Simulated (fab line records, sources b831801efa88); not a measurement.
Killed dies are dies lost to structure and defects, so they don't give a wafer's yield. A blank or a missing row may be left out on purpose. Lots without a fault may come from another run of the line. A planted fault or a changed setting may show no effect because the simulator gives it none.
fab line records | flow sky130
record lots=6 wafers=16 last_day=50
route steps=708 shown SONOS_ONO@186 GATE_OXIDE@187 PAD_OPEN@708
lots that met no fault: from a run of the same line without faults
start_h: hours from the record's first day to the start of the lot's first wafer shown | wait_h: hours since the lot's step before | " the same as in the row above | L1.1+2: a row that stands for several wafers | - no value, or no start given | * or withheld: withheld | < > ~ a bound
route shown NAME@n: a module of which the file shows steps, and the number in the route of the first | usual: mean/standard deviation of fault-free wafers | same: alike in all rows | chamber/n: place in a boat | sites: the reading at each site | _std_site: their standard deviation | _edge_site: outer sites' mean less inner sites' | radius_mm: how far each site lies from the wafer's centre | mask NAME#n: copy n | behind: the tool/chamber that last shaped the wafer | hold: why the lot was held/for how many hours/how that ended | device: the transistor (n, p or np) that didn't switch | end of line: the same wafers' tests at the end of the route | a step without rows: its recipe alone | killed: dies lost to structure and defects at the first sort, not the wafer's yield | map: a wafer's dies, x killed, . not, _ none there
set.NAME: the setting as run; set.NAME@STEP: as run at that earlier step | model.NAME: the simulator's own value behind a step, which no gauge read
lots at some steps of the route; a table a step, a row a wafer
services: from which hour (start_h, from the record's first day; less than 0 if before it) a tool's chamber was out of use, for how many hours, and why
## steps
# step SKY_SONOS_ONO_WET_ETCH_18
# recipe chemistry=H3PO4 target_depth_nm=15 target=Si3N4 temp_c=160 time_s=172
# step SKY_GATE_OXIDE_CLEAN_00
# recipe chemistry=SC1/SC2 mix=1:4:20 temp_c=70 time_s=150 dry=n2_spin
# step SKY_GATE_OXIDE_OXIDATION_01
# recipe temp_c=900 ambient=O2 stabilise_s=600 purge_s=300 target_thk_a=102.68 ox_time_s=1473
# step SKY_GATE_OXIDE_THK_MEAS_02
# recipe reads=SiO2_of_GATE_OXIDE_OXIDATION_01
# usual GATE_OXIDE_OXIDATION_00_THK=10.26/0.21
# columns lot.wafer tool chamber start_h wait_h GATE_OXIDE_OXIDATION_00_THK[nm]
L322.2 film_metro-01 - 245.29 0.0 10.09
L322.3 " - " " 10.24
L322.5 " - " " 10.14
L331.3 film_metro-03 - 369.76 0.0 10.07
L331.4 " - " " 10.18
L332.4 film_metro-01 - 378.27 0.0 10.37
L332.6 " - " " 10.30
L334.2 film_metro-01 - 435.19 0.1 10.12
L334.4 " - " " 10.04
L334.6 " - " " 9.92
L342.2 film_metro-03 - 467.57 0.0 10.23
L342.3 " - " " 10.28
L342.5 " - " " 10.19
L345.2 film_metro-01 - 495.05 0.0 10.00
L345.3 " - " " 10.08
L345.5 " - " " 10.11
# step SKY_GATE_OXIDE_DEHYDRATE_03
# recipe temp_c=200 time_s=60
# step SKY_GATE_OXIDE_HMDS_04
# recipe prime_time_s=60 prime_temp_c=120
# step SKY_GATE_OXIDE_COAT_05
# recipe resist=NOVOLAK spin_rpm=3000 resist_thk_nm=1140
# step SKY_GATE_OXIDE_SOFTBAKE_06
# recipe temp_c=90 time_s=60 resist=NOVOLAK
# step SKY_GATE_OXIDE_EXPOSE_07
# recipe mask_id=LVOM na=0.6 source_shape=conventional sigma_outer=0.6 polarization=unpolarized target_cd_nm=600 dose_mj=170
# step SKY_GATE_OXIDE_PEB_08
# recipe temp_c=withheld time_s=* resist=NOVOLAK
# step SKY_GATE_OXIDE_DEVELOP_09
# recipe resist=NOVOLAK developer=TMAH develop_time_s=60 dev_temp_c=23
# step SKY_GATE_OXIDE_OVL_MEAS_10
# usual GATE_OXIDE_OVL=0.0/1.3
# columns lot.wafer tool chamber start_h wait_h GATE_OXIDE_OVL[nm]
L322.2 overlay-01 - 270.46 0.1 -1.6
L322.3 " - " " -2.6
L322.5 " - " " -2.8
L331.3 overlay-02 - 397.07 0.1 1.0
L331.4 " - " " 2.2
L332.4 overlay-01 - 404.77 0.1 0.9
L332.6 " - " " 0.2
L334.2 overlay-02 - 466.21 0.1 0.2
L334.4 " - " " -0.1
L334.6 " - " " -0.8
L342.2 overlay-01 - 498.52 0.1 1.0
L342.3 " - " " 1.2
L342.5 " - " " 2.0
L345.2 overlay-02 - 526.86 0.1 -0.1
L345.3 " - " " -1.6
L345.5 " - " " 1.6
# step SKY_GATE_OXIDE_IMPLANT_11
# recipe species=B energy_kev=10 dose_cm2=2.6e+12 tilt_deg=withheld
# usual beam_on_s=10.02/0.21 dose_ions_cm2=2.6002e+12/2.5e+09 end_station_pressure_torr=5e-06/3e-07 faraday_current_uA=14.6/0.3
# columns lot.wafer tool chamber start_h wait_h beam_on_s dose_ions_cm2 end_station_pressure_torr faraday_current_uA
L322.2 implanter-04 0 270.52 0.0 10.14 2.6015e+12 4.8e-06 14.4
L322.3 " 0 " " 10.19 2.6006e+12 5.2e-06 14.3
L322.5 " 0 " " 10.22 2.6037e+12 5.7e-06 14.3
L331.3 implanter-04 0 397.15 0.1 10.20 2.6039e+12 4.7e-06 14.4
L331.4 " 0 " " 11.10 2.6022e+12 5.5e-06 13.2
L332.4 implanter-04 0 404.87 0.1 11.05 2.5987e+12 5.1e-06 13.2
L332.6 " 0 " " 9.67 2.5939e+12 5.3e-06 15.1
L334.2 implanter-03 0 466.26 0.0 9.76 2.5995e+12 5.6e-06 15.0
L334.4 " 0 " " 9.95 2.5975e+12 5.3e-06 14.8
L334.6 " 0 " " 9.73 2.5998e+12 5.3e-06 15.1
L342.2 implanter-02 0 498.57 0.0 9.92 2.6042e+12 5.6e-06 14.7
L342.3 " 0 " " 10.08 2.6024e+12 5.1e-06 14.5
L342.5 " 0 " " 10.05 2.6039e+12 5.4e-06 14.6
L345.2 implanter-04 0 526.91 0.0 9.85 2.6028e+12 5e-06 14.9
L345.3 " 0 " " 10.27 2.6004e+12 4.6e-06 14.3
L345.5 " 0 " " 10.40 2.6017e+12 5e-06 14.1
# step SKY_GATE_OXIDE_WET_ETCH_12
# recipe chemistry=dHF target_depth_nm=16.8 dry=n2_spin target=SiO2 dilution=100:1 temp_c=25 time_s=336
# step SKY_GATE_OXIDE_STRIP_13
# recipe chemistry=O2/N2 power_w=1400 pressure_mtorr=1500 platen_temp_c=withheld o2_flow_sccm=3000 n2_flow_sccm=300 overash_fraction=0.5
# usual drypump_motor_current_A=5.9/0.41 n2_flow_sccm=300.0/0.98 o2_flow_sccm=3000/8.7 oes_product_au=0.716/0.0051 strip_time_to_endpoint_s=14.19/0.036
# columns lot.wafer tool chamber start_h wait_h drypump_motor_current_A n2_flow_sccm o2_flow_sccm oes_product_au rf_hours_counter_h strip_time_to_endpoint_s
L322.2 plasma_asher-02 1 270.74 0.0 6.3 301.9 2989 0.710 46 14.18
L322.3 " 1 " " 6.3 301.2 3012 0.715 - 14.13
L322.5 " 0 " " 6.4 300.5 3001 0.714 - 14.13
L331.3 plasma_asher-01 1 397.39 0.0 5.9 299.3 3010 0.720 - 14.15
L331.4 " 0 " " 5.4 297.7 3005 0.721 - 14.22
L332.4 plasma_asher-03 1 405.09 0.0 5.3 299.4 2996 0.715 - 14.19
L332.6 " 0 " " 5.7 300.2 2994 0.720 - 14.18
L334.2 plasma_asher-03 0 466.59 0.0 5.7 300.5 3004 0.712 31 14.20
L334.4 " 0 " " 5.7 300.4 2990 0.717 - 14.19
L334.6 " 0 " " 5.7 300.1 2992 0.717 - 14.23
L342.2 plasma_asher-01 0 498.80 0.0 5.4 298.7 3001 0.717 78 14.19
L342.3 " 1 " " 5.9 298.5 3001 0.712 - 14.22
L342.5 " 1 " " 5.9 298.1 2999 0.727 - 14.19
L345.2 plasma_asher-03 1 527.14 0.0 5.3 300.9 3004 0.708 37 14.19
L345.3 " 0 " " 5.7 301.3 2995 0.720 - 14.20
L345.5 " 0 " " 5.7 301.0 2996 0.715 - 14.23
# step SKY_GATE_OXIDE_TW_MEAS_14
# usual GATE_OXIDE_TW=224.1/2
# columns lot.wafer tool chamber start_h wait_h GATE_OXIDE_TW
L322.2 film_metro-01 - 270.85 0.1 223.6
L322.3 " - " " 224.8
L322.5 " - " " 223.9
L331.3 film_metro-02 - 397.48 0.1 227.8
L331.4 " - " " 234.9
L332.4 film_metro-02 - 405.18 0.1 234.5
L332.6 " - " " 228.4
L334.2 film_metro-02 - 466.70 0.1 223.6
L334.4 " - " " 224.4
L334.6 " - " " 224.6
L342.2 film_metro-02 - 498.91 0.1 225.5
L342.3 " - " " 224.8
L342.5 " - " " 226.1
L345.2 film_metro-01 - 527.25 0.1 222.3
L345.3 " - " " 221.8
L345.5 " - " " 222.2
# step SKY_GATE_OXIDE_CLEAN_15
# recipe chemistry=SC1/SC2 mix=1:4:20 temp_c=70 time_s=150 dry=n2_spin
# step SKY_PAD_OPEN_PROBE_99
# usual killed_at_M0_to_M3=43/6.6 killed_at_M4_up=3.2/1.8 killed_at_contacts=24/5 killed_at_front_end=15/4.5 killed_at_other=0.2/0.46 killed_dies=86/8.8 killed_open=48/6.6 killed_short=38/6.1
# same gross_dies=492 killed_at_back_side=0
# columns lot.wafer tool chamber start_h wait_h killed_at_M0_to_M3 killed_at_M4_up killed_at_contacts killed_at_front_end killed_at_other killed_dies killed_open killed_short
L334.6 prober-02 - 1182.86 0.2 34 0 25 21 1 81 37 44
# killed by level:class
L334.6 METAL2:geometric_particle:short=8 LI_CONTACT:geometric_particle:short=7 CONTACT:geometric_particle:open=7 VIA1:geometric_particle:open=7 VIA2:geometric_particle:open=7 FIELD_ISO:geometric_particle:open=5 POLY_GATE:geometric_particle:open=5 CONTACT:geometric_particle:short=5
## services
# columns tool chamber start_h hours kind
implanter-02 - 275.70 1.6 repair
implanter-03 - 310.79 2.1 repair
implanter-04 - 313.80 5.4 repair
implanter-02 - 318.95 8.6 repair
implanter-02 - 335.04 3.7 repair
plasma_asher-03 - 340.07 28.1 pm
implanter-02 - 342.27 3.4 pm
plasma_asher-02 - 351.22 9.2 repair
implanter-03 - 351.38 20.0 pm
implanter-02 - 362.42 2.7 repair
implanter-04 - 373.83 1.7 repair
plasma_asher-03 - 403.30 1.7 repair
implanter-04 - 436.73 3.9 repair
plasma_asher-02 - 442.98 0.7 repair
implanter-03 - 451.11 7.9 repair
plasma_asher-03 - 453.29 5.7 repair
implanter-03 - 455.55 0.9 repair
plasma_asher-02 - 504.87 1.4 repair
plasma_asher-03 - 508.74 1.7 repair
## key
first_sign step=SKY_GATE_OXIDE_IMPLANT_11 reading=beam_on_s direction=up sigmas=5 usual=10.02 struck=11.07
effect step=SKY_GATE_OXIDE_IMPLANT_11 reading=faraday_current_uA direction=down sigmas=4.7 usual=14.6 struck=13.2
effect step=SKY_GATE_OXIDE_TW_MEAS_14 reading=GATE_OXIDE_TW direction=up sigmas=5.2 usual=224.1 struck=234.7
met_at SKY_GATE_OXIDE_IMPLANT_11
struck_wafers L331.4,L332.4
tester_left_out L331,L332
onset_between 270.52 397.15
fault kind=process_parameter_drift tool=implanter-04 chamber=- onset_h=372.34 steps=SKY_GATE_OXIDE_IMPLANT_11 channel=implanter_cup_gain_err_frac offset=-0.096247 shape=step end_h=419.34 scope=struck_wafers_only
# tester_left_out: of these lots the tester's yield and bins aren't shown, on N5 and GAA mostly nor the transistor test; their killed dies are dies lost to structure and defects alone, not to doping, threshold or leakage, so they don't give the yield
